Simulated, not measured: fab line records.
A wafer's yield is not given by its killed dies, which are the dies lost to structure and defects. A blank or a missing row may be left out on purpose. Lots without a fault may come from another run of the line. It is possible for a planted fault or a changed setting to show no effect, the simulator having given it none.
A single fault, viewed from 2 desks || flow sky130 || what lay behind the numbers comes last; until then each desk has only its own

== DESK OF THE TOOL OWNER: wet_bench-03 ==
The tool's own readings at SKY_LI_CONTACT_CLEAN_17 (cleans in NMP, time 600 s): means of the sampled wafers that have a number, for each lot that ran on this tool. If a lot's mean is further than 4 standard deviations from the usual mean, the lot is out of limits and carries the mark OUT (the distance appears in the brackets).
Columns: A = temp_c at SKY_LI_CONTACT_CLEAN_17, usual 59.99 C
{"lot": "L535", "first seen here": "day 31 04:47", "A": 59.90}
{"lot": "L546", "first seen here": "day 34 15:28", "A": 59.91}
{"lot": "L550", "first seen here": "day 36 04:32", "A": 59.94}
This desk's verdict: no lot among the 3 shows anything out of limits.

== AT THE METROLOGY DESK ==
What the gauges read for every lot (on any tool): the sampled wafers with a number, averaged. If a lot's mean is further than 4 standard deviations from the usual mean, the lot is out of limits and carries the mark OUT (the distance appears in the brackets).
Columns: A = CAP2M_OVL at SKY_CAP2M_OVL_MEAS_12, usual 0.3 nm
{"lot": "L532", "first seen here": "day 41 19:26", "A": 0.1}
{"lot": "L531", "first seen here": "day 41 22:43", "A": 1.2}
{"lot": "L534", "first seen here": "day 42 09:11", "A": 1.1}
{"lot": "L535", "first seen here": "day 42 13:23", "A": -0.8}
{"lot": "L536", "first seen here": "day 42 16:58", "A": 2.5}
{"lot": "L537", "first seen here": "day 43 06:47", "A": 0.5}
{"lot": "L539", "first seen here": "day 43 13:07", "A": -0.1}
{"lot": "L546", "first seen here": "day 45 09:34", "A": 0.0}
{"lot": "L547", "first seen here": "day 45 21:44", "A": -0.8}
{"lot": "L548", "first seen here": "day 46 03:51", "A": -1.1}
{"lot": "L550", "first seen here": "day 46 14:37", "A": -0.2}
{"lot": "L552", "first seen here": "day 47 00:11", "A": -0.1}
{"lot": "L553", "first seen here": "day 47 00:58", "A": 1.7}
This desk's verdict: no lot among the 13 shows anything out of limits.

== ALL TOGETHER ==
The desk of the tool owner found nothing out of limits.
Metrology desk: nothing out of limits seen.

== WHAT THE SIMULATOR HAD PUT IN ==
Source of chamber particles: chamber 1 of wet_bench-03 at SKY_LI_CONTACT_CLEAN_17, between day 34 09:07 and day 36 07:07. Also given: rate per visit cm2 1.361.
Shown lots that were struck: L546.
